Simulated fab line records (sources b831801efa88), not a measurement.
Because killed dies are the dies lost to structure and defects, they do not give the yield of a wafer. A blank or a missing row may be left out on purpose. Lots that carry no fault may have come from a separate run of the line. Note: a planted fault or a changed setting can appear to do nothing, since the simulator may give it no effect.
fab line records	flow sky130
record lots=5	wafers=15	last-day=50
route steps=708 shown SD_N@350 SD_P@359 RES_XHIGH@360 SALICIDE@361 LI_CONTACT@362 PAD_OPEN@708
lots untouched by any fault: they come from a run of this same line in which no faults occurred
start-h: the number of hours between the record's first day and the start of the first shown wafer of the lot	wait-h: time in hours since the lot's previous step	" repeats the value in the row above	L1.1+2: a single row standing in for several wafers	- either no value or no given start	* or withheld: withheld	< > ~ a bound
route shown NAME@n: names a module that has steps shown in the file, with the first one's number in the route	usual: mean and standard deviation over wafers with no fault	same: alike in all rows	chamber/n: place in a boat	sites: each site's reading	_std_site: the values' standard deviation	_edge_site: inner sites' mean taken away from outer sites' mean	radius-mm: how far each site lies from the wafer's centre	mask NAME#n: copy n	behind: the tool/chamber that last shaped the wafer	hold: why the lot was held/for how many hours/how that ended	device: names the non-switching transistor (n, p or np)	end of line: the same wafers' tests at the end of the route	step lacking rows: just its recipe	killed: the dies lost at the first sort to structure and to defects; this is not the yield of the wafer	map: per-die view of a wafer (x killed, . not killed, _ where there is no die)
set.NAME: the setting as run; set.NAME@STEP: as run at that earlier step	model.NAME: the simulator's own value behind a step, which no gauge read
lots seen at some steps along the route; tables by step, rows by wafer
services: from which hour (start-h, from the record's first day; less than 0 if before it) a tool's chamber was out of use, for how many hours, and why
## steps
# step SKY_SD_N_OVL_MEAS_08
# usual SD_N_OVL=-1.1/1.3
lot.wafer	tool	chamber	start-h	wait-h	SD_N_OVL[nm]
L904.2	overlay-01	-	656.57	0.1	-1.3
L904.4	"	-	"	"	-0.4
L904.6	"	-	"	"	-1.0
L903.3	overlay-01	-	657.94	0.1	-3.1
L903.5	"	-	"	"	1.0
L903.6	"	-	"	"	-1.8
L913.1	overlay-01	-	751.08	0.1	0.2
L913.3	"	-	"	"	-2.0
L913.4	"	-	"	"	-1.3
L916.1	overlay-02	-	780.68	0.1	-2.2
L916.3	"	-	"	"	-0.9
L916.4	"	-	"	"	-2.3
L926.2	overlay-02	-	828.98	0.1	0.4
L926.3	"	-	"	"	-1.2
L926.6	"	-	"	"	0.1
# step SKY_SD_N_IMPLANT_09
# recipe species=As	energy-kev=50	dose-cm2=4e+15	tilt-deg=0
# step SKY_SD_N_IMPLANT_10
# recipe species=P	energy-kev=20	dose-cm2=1e+14	tilt-deg=0
# step SKY_SD_N_STRIP_11
# recipe chemistry=O2/N2	power-w=1400	pressure-mtorr=1500	platen-temp-c=withheld	o2-flow-sccm=2896	n2-flow-sccm=300	overash-fraction=0.5
# usual drypump-motor-current-A=5.5/0.39	oes-product-au=0.527/0.005	strip-time-to-endpoint-s=22.60/0.039
lot.wafer	tool	chamber	start-h	wait-h	drypump-motor-current-A	oes-product-au	rf-hours-counter-h	strip-time-to-endpoint-s
L904.2	plasma-asher-02	0	656.90	0.1	6.1	0.535	83	22.64
L904.4	"	1	"	"	5.2	0.529	-	22.64
L904.6	"	1	"	"	5.2	0.539	-	22.68
L903.3	plasma-asher-01	0	658.30	0.1	4.9	0.531	-	22.66
L903.5	"	1	"	"	5.7	0.528	-	22.66
L903.6	"	0	"	"	4.9	0.529	-	22.66
L913.1	plasma-asher-04	1	751.41	0.1	5.2	0.534	1	22.62
L913.3	"	0	"	"	5.8	0.524	-	22.61
L913.4	"	1	"	"	5.2	0.526	-	22.65
L916.1	plasma-asher-02	0	781.01	0.1	6.1	0.528	94	22.57
L916.3	"	1	"	"	5.2	0.533	-	22.60
L916.4	"	0	"	"	6.1	0.534	-	22.63
L926.2	plasma-asher-02	0	829.31	0.1	6.1	0.522	99	22.62
L926.3	"	0	"	"	6.1	0.522	-	22.62
L926.6	"	1	"	"	5.2	0.518	-	22.65
# step SKY_SD_N_TW_MEAS_12
# usual SD_N_TW=3973/21
lot.wafer	tool	chamber	start-h	wait-h	SD_N_TW
L904.2	film-metro-01	-	657.01	0.1	3971
L904.4	"	-	"	"	3959
L904.6	"	-	"	"	3966
L903.3	film-metro-02	-	658.38	0.1	3976
L903.5	"	-	"	"	3974
L903.6	"	-	"	"	3963
L913.1	film-metro-01	-	751.51	0.1	3962
L913.3	"	-	"	"	3991
L913.4	"	-	"	"	3968
L916.1	film-metro-02	-	781.11	0.1	4021
L916.3	"	-	"	"	4007
L916.4	"	-	"	"	4010
L926.2	film-metro-03	-	829.42	0.1	3969
L926.3	"	-	"	"	3984
L926.6	"	-	"	"	4003
# step SKY_SD_N_CLEAN_13
# recipe chemistry=SC1/SC2	mix=1:4:20	temp-c=70	time-s=150	dry=n2-spin
# step SKY_SD_N_RTA_14
# recipe temp-c=1075	time-s=2	idle-temp-c=650	ramp-up-c-per-s=150	ramp-down-c-per-s=90	ambient=N2
# usual anneal-temp-c-max=1079.7/1.4	lamp-power-pct=15.74/0.058	wafer_temp_C_max=1078.0/1.1
lot.wafer	tool	chamber	start-h	wait-h	anneal-temp-c-max	lamp-power-pct	wafer_temp_C_max
L904.2	rtp-anneal-01	0	657.12	0.0	1079.7	15.78	1080.3
L904.4	"	0	"	"	1078.2	15.76	1077.4
L904.6	"	0	"	"	1082.3	15.68	1078.4
L903.3	rtp-anneal-02	0	658.49	0.0	1078.9	15.79	1080.1
L903.5	"	0	"	"	1077.3	15.70	1076.5
L903.6	"	0	"	"	1078.0	15.74	1076.9
L913.1	rtp-anneal-01	0	751.62	0.0	1080.4	15.74	1078.1
L913.3	"	0	"	"	1081.9	15.73	1076.4
L913.4	"	0	"	"	1080.0	15.71	1077.3
L916.1	rtp-anneal-02	0	781.22	0.0	1078.1	15.74	1079.2
L916.3	"	0	"	"	1080.7	15.74	1078.0
L916.4	"	0	"	"	1079.8	15.79	1079.4
L926.2	rtp-anneal-02	0	829.53	0.0	1079.5	15.70	1078.8
L926.3	"	0	"	"	1079.5	15.72	1076.3
L926.6	"	0	"	"	1080.1	15.73	1078.7
# step SKY_SD_N_RS_MEAS_16
# recipe thk-meas-gauge=four-point-probe
# usual SD_N_RS=68.55/0.11
lot.wafer	tool	chamber	start-h	wait-h	SD_N_RS[ohm/sq]
L904.2	film-metro-01	-	657.30	0.1	68.34
L904.4	"	-	"	"	68.44
L904.6	"	-	"	"	68.41
L903.3	film-metro-03	-	658.69	0.1	68.50
L903.5	"	-	"	"	68.78
L903.6	"	-	"	"	68.53
L913.1	film-metro-03	-	751.80	0.1	68.49
L913.3	"	-	"	"	68.37
L913.4	"	-	"	"	68.51
L916.1	film-metro-03	-	781.40	0.1	68.86
L916.3	"	-	"	"	68.63
L916.4	"	-	"	"	68.61
L926.2	film-metro-02	-	829.72	0.1	68.60
L926.3	"	-	"	"	68.55
L926.6	"	-	"	"	68.47
# step SKY_SD_N_RS_MEAS_17
# recipe thk-meas-gauge=four-point-probe
# usual SD_P_RS=147.3/0.38
lot.wafer	tool	chamber	start-h	wait-h	SD_P_RS[ohm/sq]
L904.2	film-metro-01	-	657.42	0.1	147.6
L904.4	"	-	"	"	146.8
L904.6	"	-	"	"	147.9
L903.3	film-metro-03	-	658.81	0.1	147.7
L903.5	"	-	"	"	147.9
L903.6	"	-	"	"	147.7
L913.1	film-metro-03	-	751.92	0.1	146.7
L913.3	"	-	"	"	146.4
L913.4	"	-	"	"	146.7
L916.1	film-metro-03	-	781.52	0.1	147.4
L916.3	"	-	"	"	148.0
L916.4	"	-	"	"	147.2
L926.2	film-metro-02	-	829.84	0.1	148.0
L926.3	"	-	"	"	147.7
L926.6	"	-	"	"	147.9
# step SKY_SD_N_RS_MEAS_18
# recipe thk-meas-gauge=four-point-probe
# usual RES_XHIGH_RS=333.3/1.5
lot.wafer	tool	chamber	start-h	wait-h	RES_XHIGH_RS[ohm/sq]
L904.2	film-metro-01	-	657.54	0.1	334.8
L904.4	"	-	"	"	334.5
L904.6	"	-	"	"	334.8
L903.3	film-metro-03	-	658.93	0.1	332.2
L903.5	"	-	"	"	333.0
L903.6	"	-	"	"	336.0
L913.1	film-metro-03	-	752.04	0.1	331.9
L913.3	"	-	"	"	330.6
L913.4	"	-	"	"	331.2
L916.1	film-metro-03	-	781.64	0.1	334.1
L916.3	"	-	"	"	332.5
L916.4	"	-	"	"	333.0
L926.2	film-metro-02	-	829.96	0.1	332.5
L926.3	"	-	"	"	332.3
L926.6	"	-	"	"	332.9
# step SKY_SALICIDE_CLEAN_00
# recipe chemistry=HF-last	time-s=30	dilution=100:1	dry=ipa-marangoni
# step SKY_LI_CONTACT_HDPCVD_00
# recipe material=PSG	target-thk-nm=930	sigma-open-frac=0.3	time-s=155	temp-c=600	sih4-flow-sccm=60	pressure-mtorr=6
# usual run-length-s=182.6/0.56
lot.wafer	tool	chamber	start-h	wait-h	run-length-s	model.PSG_of_LI_CONTACT_HDPCVD_00.thk-nm
L904.2	hdpcvd-01	0	657.66	0.0	182.1	915.1
L904.4	"	2	"	"	182.1	919.8
L904.6	"	0	"	"	182.4	927.3
L903.3	hdpcvd-01	1	659.03	0.0	182.7	934
L903.5	"	1	"	"	182.4	936.7
L903.6	"	0	"	"	182.1	926.5
L913.1	hdpcvd-02	1	752.17	0.0	182.4	935.3
L913.3	"	0	"	"	182.7	934.9
L913.4	"	0	"	"	182.6	930.6
L916.1	hdpcvd-01	2	781.77	0.0	182.1	927.1
L916.3	"	0	"	"	182.0	924.7
L916.4	"	1	"	"	182.4	922.5
L926.2	hdpcvd-02	0	830.07	0.0	204.5	1065
L926.3	"	2	"	"	183.7	926.7
L926.6	"	2	"	"	183.7	944.6
# step SKY_LI_CONTACT_THK_MEAS_01
# recipe reads=PSG_of_LI_CONTACT_HDPCVD_00
# usual LI_CONTACT_HDPCVD_THK=929/8.8
lot.wafer	tool	chamber	start-h	wait-h	LI_CONTACT_HDPCVD_THK[nm]
L904.2	film-metro-02	-	657.77	0.1	916
L904.4	"	-	"	"	920
L904.6	"	-	"	"	928
L903.3	film-metro-01	-	659.15	0.1	934
L903.5	"	-	"	"	936
L903.6	"	-	"	"	927
L913.1	film-metro-02	-	752.28	0.1	935
L913.3	"	-	"	"	934
L913.4	"	-	"	"	930
L916.1	film-metro-01	-	781.88	0.1	927
L916.3	"	-	"	"	924
L916.4	"	-	"	"	922
L926.2	film-metro-01	-	830.19	0.1	1065
L926.3	"	-	"	"	927
L926.6	"	-	"	"	944
# step SKY_LI_CONTACT_CMP_02
# recipe material=PSG	down-force-psi=4	platen-rpm=60	pad-velocity-m-s=0.94248
# usual motor-current-A=12.2/0.96	time-to-endpoint-s=31.6/2.7
lot.wafer	tool	chamber	start-h	wait-h	motor-current-A	time-to-endpoint-s
L904.4	cmp-01	1	657.87	0.1	12.7	28.0
L904.2	"	2	"	"	12.5	29.7
L904.6	"	1	"	"	12.5	28.2
L903.3	cmp-02	0	659.29	0.1	13.3	32.6
L903.5	"	2	"	"	13.2	30.9
L903.6	"	3	"	"	12.5	30.2
L913.1	cmp-02	0	752.39	0.1	12.8	37.3
L913.3	"	1	"	"	9.9	36.2
L913.4	"	3	"	"	12.2	32.8
L916.1	cmp-02	0	781.94	0.1	13.7	33.2
L916.3	"	1	"	"	9.6	31.7
L916.4	"	3	"	"	12.4	30.8
L926.3	cmp-01	2	830.29	0.1	13.0	27.0
L926.2	"	3	"	"	12.4	37.8
L926.6	"	2	"	"	12.6	29.2
# step SKY_PAD_OPEN_PROBE_99
# usual killed_at_M0_to_M3=44/6.2	killed_at_M4_up=3.3/1.8	killed-at-contacts=25/5.8	killed-at-front-end=15/4	killed-at-other=0.3/0.49	killed-dies=88/8.8	killed-open=48/6.5	killed-short=39/6.3
# same gross-dies=492	killed-at-back-side=0
lot.wafer	tool	chamber	start-h	wait-h	killed_at_M0_to_M3	killed_at_M4_up	killed-at-contacts	killed-at-front-end	killed-at-other	killed-dies	killed-open	killed-short
L916.1	prober-02	-	1176.36	0.1	39	6	22	23	0	90	50	37
L916.3	prober-02	-	1176.46	0.2	33	6	32	11	0	82	45	37
L916.4	prober-02	-	1176.51	0.2	37	5	31	10	0	83	46	36
L926.2	prober-02	-	1204.32	0.1	51	7	27	17	0	102	58	42
L926.3	prober-02	-	1204.37	0.2	46	2	38	16	0	102	54	47
L926.6	prober-02	-	1204.52	0.2	39	2	31	12	0	84	48	34
# killed by level:class
L916.1 VIA3:geometric-particle:open=8 VIA2:geometric-particle:open=7 CONTACT:geometric-particle:open=7 CONTACT:geometric-particle:short=6 LI_CONTACT:geometric-particle:open=5 METAL1:geometric-particle:short=5 VIA1:geometric-particle:open=5 VIA1:geometric-particle:short=4
L916.3 CONTACT:geometric-particle:open=11 LI_CONTACT:geometric-particle:open=8 VIA1:geometric-particle:open=7 METAL1:geometric-particle:short=6 VIA2:geometric-particle:open=6 POLY_GATE:geometric-particle:short=5 METAL4:geometric-particle:short=5 CONTACT:geometric-particle:short=5
L916.4 CONTACT:geometric-particle:open=12 LI_CONTACT:geometric-particle:open=9 VIA1:geometric-particle:open=9 METAL1:geometric-particle:short=8 VIA2:geometric-particle:short=6 LOCAL_INTERCONNECT:geometric-particle:short=5 VIA3:geometric-particle:open=5 POLY_GATE:geometric-particle:short=4
L926.2 VIA1:geometric-particle:open=12 VIA2:geometric-particle:open=12 CONTACT:geometric-particle:open=11 METAL1:geometric-particle:short=7 METAL4:geometric-particle:short=6 POLY_GATE:geometric-particle:open=6 VIA3:geometric-particle:open=6 LI_CONTACT:geometric-particle:open=5
L926.3 CONTACT:geometric-particle:open=17 VIA1:geometric-particle:open=10 VIA1:geometric-particle:short=8 METAL2:geometric-particle:short=7 POLY_GATE:geometric-particle:open=6 CONTACT:geometric-particle:short=6 LI_CONTACT:geometric-particle:short=6 LI_CONTACT:geometric-particle:open=6
L926.6 VIA1:geometric-particle:open=11 CONTACT:geometric-particle:open=10 LI_CONTACT:geometric-particle:open=9 VIA1:geometric-particle:short=9 VIA2:geometric-particle:open=6 CONTACT:geometric-particle:short=6 POLY_GATE:geometric-particle:short=4 VIA3:geometric-particle:open=4
## services
tool	chamber	start-h	hours	kind
cmp-01	-	639.23	1.9	repair
cmp-02	-	639.73	0.8	repair
cmp-02	-	649.36	2.0	repair
hdpcvd-02	-	650.75	15.0	pm
hdpcvd-02	0	650.75	15.0	vent-cycle
hdpcvd-02	1	650.75	15.0	vent-cycle
hdpcvd-02	0	683.13	4.8	repair
hdpcvd-01	-	683.91	2.3	repair
cmp-01	-	687.84	0.3	repair
hdpcvd-02	-	705.23	0.5	repair
cmp-02	-	713.23	2.3	repair
plasma-asher-01	-	714.81	2.8	pm
plasma-asher-02	-	730.23	6.6	repair
plasma-asher-04	-	733.77	9.0	pm
cmp-01	-	744.00	4.0	pm
cmp-01	-	748.00	5.9	pm
plasma-asher-04	-	751.52	1.1	repair
hdpcvd-01	1	762.62	5.5	repair
plasma-asher-01	-	784.75	0.7	repair
hdpcvd-01	-	790.75	2.8	pm
plasma-asher-04	-	791.93	2.8	repair
cmp-02	-	801.44	1.0	repair
plasma-asher-02	-	810.22	2.3	repair
plasma-asher-01	-	829.92	0.3	repair
## key
first-sign step=SKY_LI_CONTACT_HDPCVD_00	reading=run-length-s	direction=up	sigmas=39	usual=*	struck=*
effect step=SKY_LI_CONTACT_THK_MEAS_01	reading=LI_CONTACT_HDPCVD_THK	direction=up	sigmas=15	usual=929	struck=1065
model-effect step=SKY_LI_CONTACT_HDPCVD_00	value=PSG_of_LI_CONTACT_HDPCVD_00.thk-nm	without=932.7	struck=1065
met-at SKY_LI_CONTACT_HDPCVD_00
struck-wafers L926.2
tester-left-out L926
onset-between 752.17 830.07
fault kind=process-parameter-drift	tool=hdpcvd-02	chamber=0	onset-h=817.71	steps=SKY_LI_CONTACT_HDPCVD_00	channel=time-s	offset=*	shape=step	end-h=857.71	acts-in=*	stated=*
# tester-left-out: of these lots the tester's yield and bins aren't shown, on N5 and GAA mostly nor the transistor test; their killed dies are dies lost to structure and defects alone, not to doping, threshold or leakage, so they don't give the yield
